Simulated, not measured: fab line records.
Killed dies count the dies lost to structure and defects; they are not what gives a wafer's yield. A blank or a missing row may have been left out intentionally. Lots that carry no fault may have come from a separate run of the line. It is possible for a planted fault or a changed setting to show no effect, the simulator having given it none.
One fault through the eyes of 2 desks	flow gf180mcu	what lay behind the numbers comes last; until then each desk has only its own

## DESK OF THE TOOL OWNER: rieDiel-04
The tool's own readings at GF_M5_ETCH_09 (etches Si3N4 in CF4/O2, target depth 52 nm, time 11.6 s): means of the sampled wafers that have a number, for each lot that ran on this tool. Any lot whose mean is over 4 standard deviations away from the usual mean is out of limits and marked OUT; that distance is given in the brackets.
Columns: A = biasW at GF_M5_ETCH_09, usual 150.1 W; B = drypumpMotorCurrentA at GF_M5_ETCH_09, usual 5.6 A; C = oesProductAu at GF_M5_ETCH_09, usual 1.002 a.u.; D = throttleValvePct at GF_M5_ETCH_09, usual 5.971 %
lot	first seen here	A	B	C	D
L143	day 26 18:51	149.9	5.9	0.990	5.968
L144	day 27 02:50	149.7	5.8	0.988	5.958
L146	day 27 15:05	149.8	5.2	0.991	5.969
L149	day 28 23:44	150.3	6.2	0.999	5.975
L156	day 31 02:26	150.5	5.5	0.821 (-13) OUT	5.922 (-4.9) OUT
L159	day 31 14:51	149.5	5.7	0.811 (-14) OUT	5.919 (-5.2) OUT
Finding of this desk: L156, L159 out of limits; the first was L156 at day 31 02:26, on oesProductAu at GF_M5_ETCH_09. Within limits: L143, L144, L146, L149.

## THE METROLOGY DESK
What the gauges read, lot by lot, whatever tool the lot ran on: means of the sampled wafers that have a number. Any lot whose mean is over 4 standard deviations away from the usual mean is out of limits and marked OUT; that distance is given in the brackets.
Columns: A = V4_W_RS at GF_V4_RS_MEAS_24, usual 0.326 ohm/sq; B = V5_CVD_02_THK at GF_V5_THK_MEAS_03, usual 1444 nm
lot	first seen here	A	B
L142	day 24 13:43	0.323	1430
L143	day 24 22:40	0.322	1437
L144	day 25 08:01	0.332	1461
L146	day 25 21:58	0.327	1459
L148	day 27 03:22	0.323	1433
L149	day 27 07:21	0.330	1421
L150	day 28 01:51	0.329	1447
L156	day 29 13:07	0.323	1439
L159	day 30 01:19	0.329	1433
L158	day 30 01:21	0.324	1433
L162	day 30 17:50	0.330	1433
L163	day 31 01:34	0.330	1458
This desk found nothing out of limits on any of the 12 lots.

## TAKEN TOGETHER
An alarm could have come from the tool owner's desk at day 31 02:26, on L156, L159.
From the metrology desk's view, nothing was out of limits.
The metrology desk has L156, L159 on record, within its limits.
All the named lots went through GF_M5_ETCH_09 on rieDiel-04.

## WHAT WAS PUT IN BY THE SIMULATOR
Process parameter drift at GF_M5_ETCH_09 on rieDiel-04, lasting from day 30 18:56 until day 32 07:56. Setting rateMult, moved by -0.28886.
Shown lots that were struck: L156, L159.
Hours from the fault's start to each desk's first reading out of limits: the tool owner's desk, 8.
